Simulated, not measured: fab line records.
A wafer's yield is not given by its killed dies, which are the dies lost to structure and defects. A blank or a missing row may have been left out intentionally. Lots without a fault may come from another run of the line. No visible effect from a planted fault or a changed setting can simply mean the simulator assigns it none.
fab line records -- flow sky130
record lots=5, wafers=15, last_day=50
route steps=708 shown VIA1@466
lots untouched by any fault: they come from a run of this same line in which no faults occurred
start_h: hours from the record's opening day to when the first of the lot's shown wafers began -- wait_h: hours since the lot's step before -- " as in the row above -- L1.1+2: a single row standing in for several wafers -- - no value present, or no start provided -- * or withheld: withheld -- < > ~ a bound
route shown NAME@n: names a module that has steps shown in the file, with the first one's number in the route -- usual: mean/standard deviation of fault-free wafers -- same: alike in all rows -- chamber/n: place in a boat -- sites: per-site readings -- _std_site: standard deviation of those values -- _edge_site: inner sites' mean taken away from outer sites' mean -- radius_mm: for every site, how far away it sits from the centre of the wafer -- mask NAME#n: copy n -- behind: the last tool/chamber to shape the wafer -- hold: reason for holding the lot/hours on hold/outcome of the hold -- device: names the non-switching transistor (n, p or np) -- end of line: the route-end tests of the same wafers -- where a step has no rows: the recipe by itself -- killed: the dies lost at the first sort to structure and to defects; this is not the yield of the wafer -- map: shows each die of a wafer: x if killed, . if not, _ if none is there
set.NAME: the setting the step ran with; set.NAME@STEP: the setting that earlier step ran with -- model.NAME: the simulator's own value behind a step, which no gauge read
lots seen at some steps along the route; tables by step, rows by wafer
services: from which hour (start_h, from the record's first day; less than 0 if before it) a tool's chamber was out of use, for how many hours, and why
## steps
# step SKY_VIA1_SOFTBAKE_08
# recipe temp_c=100, time_s=90, resist=KrF-thick
# step SKY_VIA1_EXPOSE_09
# recipe mask_id=VIM, na=0.8, source_shape=annular, sigma_inner=0.55, sigma_outer=0.85, target_cd_nm=150, dose_mj=38
# step SKY_VIA1_PEB_10
# recipe peb_temp_c=withheld, peb_time_s=withheld, resist=KrF-thick
# step SKY_VIA1_DEVELOP_11
# recipe develop_time_s=60, resist=KrF-thick, dev_temp_c=21
# step SKY_VIA1_CD_MEAS_12
# recipe target_cd_nm=150
# usual cd_nm=150.2/1.9
lot.wafer,tool,chamber,start_h,wait_h,cd_nm
L912.1,cd_sem-02,-,790.36,-,150.7
L912.3,cd_sem-02,-,790.36,-,149.7
L912.4,cd_sem-02,-,790.36,-,150.7
L925.3,cd_sem-02,-,900.00,-,154.1
L925.5,cd_sem-02,-,900.00,-,155.1
L925.6,cd_sem-02,-,900.00,-,155.0
L929.1,cd_sem-01,-,927.11,-,150.5
L929.2,cd_sem-01,-,927.11,-,150.6
L929.5,cd_sem-01,-,927.11,-,151.1
L932.1,cd_sem-02,-,938.01,-,150.6
L932.2,cd_sem-02,-,938.01,-,148.5
L932.4,cd_sem-02,-,938.01,-,150.1
L935.2,cd_sem-02,-,960.78,-,150.8
L935.4,cd_sem-02,-,960.78,-,150.2
L935.6,cd_sem-02,-,960.78,-,149.9
# step SKY_VIA1_OVL_MEAS_13
# usual VIA1_OVL=-5/5.8
lot.wafer,tool,chamber,start_h,wait_h,VIA1_OVL[nm]
L912.1,overlay-01,-,790.48,0.1,4
L912.3,overlay-01,-,790.48,0.1,6
L912.4,overlay-01,-,790.48,0.1,-8
L925.3,overlay-01,-,900.09,0.1,-11
L925.5,overlay-01,-,900.09,0.1,-15
L925.6,overlay-01,-,900.09,0.1,-3
L929.1,overlay-02,-,927.23,0.1,-1
L929.2,overlay-02,-,927.23,0.1,-4
L929.5,overlay-02,-,927.23,0.1,4
L932.1,overlay-01,-,938.13,0.1,-4
L932.2,overlay-01,-,938.13,0.1,-15
L932.4,overlay-01,-,938.13,0.1,-7
L935.2,overlay-01,-,960.89,0.1,7
L935.4,overlay-01,-,960.89,0.1,4
L935.6,overlay-01,-,960.89,0.1,6
# step SKY_VIA1_ETCH_14
# recipe chemistry=N2/H2, target=BARC, ion_energy_ev=200, source_w=500, bias_w=100, pressure_mtorr=30, n2_flow_sccm=100, h2_flow_sccm=200, stop_on=SiO2, time_s=45.9, target_depth_a=600
# usual chamber_pressure_mTorr=30.002/0.024, drypump_motor_current_A=5.6/0.48, oes_product_au=0.855/0.0045, throttle_valve_pct=13.224/0.009
lot.wafer,tool,chamber,start_h,wait_h,chamber_pressure_mTorr,drypump_motor_current_A,oes_product_au,rf_hours_counter_h,throttle_valve_pct
L912.1,rie_diel-02,3,790.51,0.0,29.968,5.9,0.860,18,13.218
L912.3,rie_diel-02,0,790.51,0.0,30.032,5.2,0.856,4,13.231
L912.4,rie_diel-02,1,790.51,0.0,29.950,5.5,0.849,13,13.222
L925.3,rie_diel-02,3,900.11,0.0,30.028,5.8,0.859,20,13.221
L925.5,rie_diel-02,2,900.11,0.0,30.003,5.7,0.855,-,13.213
L925.6,rie_diel-02,1,900.11,0.0,30.002,5.5,0.859,-,13.231
L929.1,rie_diel-02,2,927.26,0.0,30.051,5.7,0.854,9,13.240
L929.2,rie_diel-02,1,927.26,0.0,29.992,5.5,0.854,16,13.216
L929.5,rie_diel-02,3,927.26,0.0,30.020,5.9,0.854,-,13.221
L932.1,rie_diel-02,0,938.16,0.0,30.021,5.2,0.856,8,13.222
L932.2,rie_diel-02,3,938.16,0.0,30.026,5.9,0.855,21,13.220
L932.4,rie_diel-02,2,938.16,0.0,30.001,5.7,0.853,9,13.218
L935.2,rie_diel-04,0,960.92,0.0,30.045,6.3,0.863,15,13.205
L935.4,rie_diel-04,0,960.92,0.0,30.000,6.3,0.851,-,13.221
L935.6,rie_diel-04,2,960.92,0.0,30.016,5.5,0.849,-,13.242
# step SKY_VIA1_ETCH_15
# recipe target=SiO2, chemistry=C4F8/O2/Ar, target_depth_nm=351, stop_on=TiN, mask_material=KrF-thick, source_w=1500, bias_w=1200, pressure_mtorr=40, c4f8_flow_sccm=withheld, O2_flow_sccm=6, Ar_flow_sccm=300, time_s=54
# usual chamber_pressure_mTorr=40.01/0.035, oes_product_au=0.982/0.0056
lot.wafer,tool,chamber,start_h,wait_h,chamber_pressure_mTorr,oes_product_au,rf_hours_counter_h
L912.1,rie_diel-02,3,790.56,0.0,40.02,0.972,18
L912.3,rie_diel-02,0,790.56,0.0,40.04,0.978,4
L912.4,rie_diel-02,1,790.56,0.0,39.99,0.988,13
L925.3,rie_diel-02,3,900.15,0.0,40.02,0.982,20
L925.5,rie_diel-02,2,900.15,0.0,40.02,0.980,-
L925.6,rie_diel-02,1,900.15,0.0,40.01,0.976,-
L929.1,rie_diel-02,2,927.30,0.0,40.06,0.990,9
L929.2,rie_diel-02,1,927.30,0.0,39.97,0.988,16
L929.5,rie_diel-02,3,927.30,0.0,39.99,0.977,-
L932.1,rie_diel-02,0,938.20,0.0,39.98,0.983,8
L932.2,rie_diel-02,3,938.20,0.0,40.06,0.986,21
L932.4,rie_diel-02,2,938.20,0.0,39.98,0.988,9
L935.2,rie_diel-04,0,960.96,0.0,39.96,0.985,15
L935.4,rie_diel-04,0,960.96,0.0,39.94,0.983,-
L935.6,rie_diel-04,2,960.96,0.0,40.04,0.979,-
# step SKY_VIA1_STRIP_16
# recipe chemistry=O2/N2, power_w=1400, pressure_mtorr=1500, platen_temp_c=withheld, o2_flow_sccm=3000, n2_flow_sccm=300, overash_fraction=0.5
# usual chamber_pressure_mTorr=1499.9/1.3, drypump_motor_current_A=5.7/0.49, o2_flow_sccm=3000/8.9, oes_product_au=0.416/0.0047, strip_time_to_endpoint_s=4.464/0.022
lot.wafer,tool,chamber,start_h,wait_h,chamber_pressure_mTorr,drypump_motor_current_A,o2_flow_sccm,oes_product_au,rf_hours_counter_h,strip_time_to_endpoint_s
L912.1,plasma_asher-03,1,790.60,0.0,1499.9,5.4,3016,0.414,4,4.456
L912.3,plasma_asher-03,1,790.60,0.0,1500.9,5.4,3004,0.423,-,4.494
L912.4,plasma_asher-03,0,790.60,0.0,1501.6,6.4,3009,0.419,-,4.430
L925.3,plasma_asher-02,1,900.23,0.1,1500.0,5.6,2995,0.425,-,4.465
L925.5,plasma_asher-02,1,900.23,0.1,1501.3,5.6,3001,0.421,-,4.474
L925.6,plasma_asher-02,0,900.23,0.1,1499.9,4.9,2997,0.418,-,4.445
L929.1,plasma_asher-03,1,927.35,0.0,1500.1,5.4,3005,0.412,17,4.464
L929.2,plasma_asher-03,0,927.35,0.0,1498.3,6.5,3009,0.409,17,4.460
L929.5,plasma_asher-03,0,927.35,0.0,1498.8,6.4,3018,0.421,-,4.475
L932.1,plasma_asher-04,1,938.25,0.0,1498.5,5.8,2990,0.407,82,4.463
L932.2,plasma_asher-04,0,938.25,0.0,1500.3,5.6,2998,0.417,82,4.434
L932.4,plasma_asher-04,0,938.25,0.0,1499.8,5.6,2999,0.417,-,4.428
L935.2,plasma_asher-02,0,961.00,0.0,1500.8,4.9,3000,0.408,116,4.433
L935.4,plasma_asher-02,1,961.00,0.0,1501.3,5.6,3024,0.415,-,4.459
L935.6,plasma_asher-02,0,961.00,0.0,1501.2,4.9,2993,0.414,-,4.489
# step SKY_VIA1_STRIP_17
# recipe chemistry=post_etch_residue_remover, time_s=1200, temp_c=72.5
# step SKY_VIA1_CLEAN_18
# recipe chemistry=IPA, time_s=180, temp_c=25
# step SKY_VIA1_CLEAN_19
# recipe chemistry=O3/DIW, dry=n2_spin
# step SKY_VIA1_SPUTTER_20
# recipe material=TiN, target_thk_nm=20, chamber_pressure_pa=5, power_w=4000, time_s=80
# usual throttle_valve_pct=30.7/1.3
lot.wafer,tool,chamber,start_h,wait_h,throttle_valve_pct,model.TiN_of_VIA1_SPUTTER_20.thk_nm
L912.1,pvd_sputter-03,-,791.23,0.0,31.8,20.12
L912.3,pvd_sputter-03,-,791.23,0.0,31.2,20.19
L912.4,pvd_sputter-03,-,791.23,0.0,31.8,20.07
L925.3,pvd_sputter-01,-,900.79,0.0,29.7,29.88
L925.5,pvd_sputter-01,-,900.79,0.0,29.5,20.04
L925.6,pvd_sputter-01,-,900.79,0.0,31.1,20
L929.1,pvd_sputter-04,-,927.97,0.0,29.6,20.2
L929.2,pvd_sputter-04,-,927.97,0.0,32.0,19.96
L929.5,pvd_sputter-04,-,927.97,0.0,29.3,19.97
L932.1,pvd_sputter-03,-,938.86,0.0,31.7,20.19
L932.2,pvd_sputter-03,-,938.86,0.0,31.8,20.05
L932.4,pvd_sputter-03,-,938.86,0.0,31.9,20.02
L935.2,pvd_sputter-01,-,961.60,0.0,31.2,19.76
L935.4,pvd_sputter-01,-,961.60,0.0,32.4,20.45
L935.6,pvd_sputter-01,-,961.60,0.0,29.8,20.19
# step SKY_VIA1_CVD_21
# recipe material=W, target_thk_nm=270, time_s=80.902, temp_c=400, pressure_torr=40
# usual heater_power_w=924/67
lot.wafer,tool,chamber,start_h,wait_h,heater_power_w
L912.1,cvd_w-01,0,791.30,0.0,1093
L912.3,cvd_w-01,0,791.30,0.0,1077
L912.4,cvd_w-01,1,791.30,0.0,933
L925.3,cvd_w-01,0,900.88,0.1,1108
L925.5,cvd_w-01,1,900.88,0.1,936
L925.6,cvd_w-01,0,900.88,0.1,1109
L929.1,cvd_w-01,0,928.04,0.0,954
L929.2,cvd_w-01,1,928.04,0.0,866
L929.5,cvd_w-01,1,928.04,0.0,892
L932.1,cvd_w-02,1,938.92,0.0,915
L932.2,cvd_w-02,0,938.92,0.0,877
L932.4,cvd_w-02,1,938.92,0.0,903
L935.2,cvd_w-01,1,961.66,0.0,881
L935.4,cvd_w-01,0,961.66,0.0,932
L935.6,cvd_w-01,1,961.66,0.0,900
## services
tool,chamber,start_h,hours,kind
cvd_w-01,-,773.64,2.8,pm
rie_diel-04,-,790.76,0.5,repair
rie_diel-04,-,806.80,11.1,repair
plasma_asher-03,-,807.92,1.5,repair
rie_diel-02,0,833.33,2.4,repair
pvd_sputter-03,-,841.83,1.0,repair
plasma_asher-03,-,849.57,1.6,repair
cvd_w-02,-,864.74,3.9,repair
plasma_asher-03,-,896.06,14.6,pm
cvd_w-01,-,904.00,14.0,pm
cvd_w-01,0,904.00,14.0,vent_cycle
cvd_w-01,1,904.00,14.0,vent_cycle
rie_diel-04,-,905.36,1.4,repair
rie_diel-02,0,907.76,5.6,repair
pvd_sputter-04,-,909.22,0.7,repair
rie_diel-02,-,915.07,0.7,repair
cvd_w-02,1,916.64,7.3,repair
cvd_w-01,0,918.00,-,clean
cvd_w-01,1,918.00,-,clean
rie_diel-04,1,946.62,46.5,repair
pvd_sputter-01,-,950.17,5.7,repair
plasma_asher-02,-,959.31,0.7,repair
## key
first_sign none at tools or gauges
model_effect step=SKY_VIA1_SPUTTER_20, value=TiN_of_VIA1_SPUTTER_20.thk_nm, without=19.9, struck=29.88
met_at SKY_VIA1_SPUTTER_20
struck_wafers L925.3
fault kind=process_parameter_drift, tool=pvd_sputter-01, chamber=-, onset_h=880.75, steps=SKY_VIA1_SPUTTER_20, channel=target_thk_nm, offset=9.9757, shape=step, end_h=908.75, scope=struck_wafers_only, acts_in=these_recipes_only, stated=20
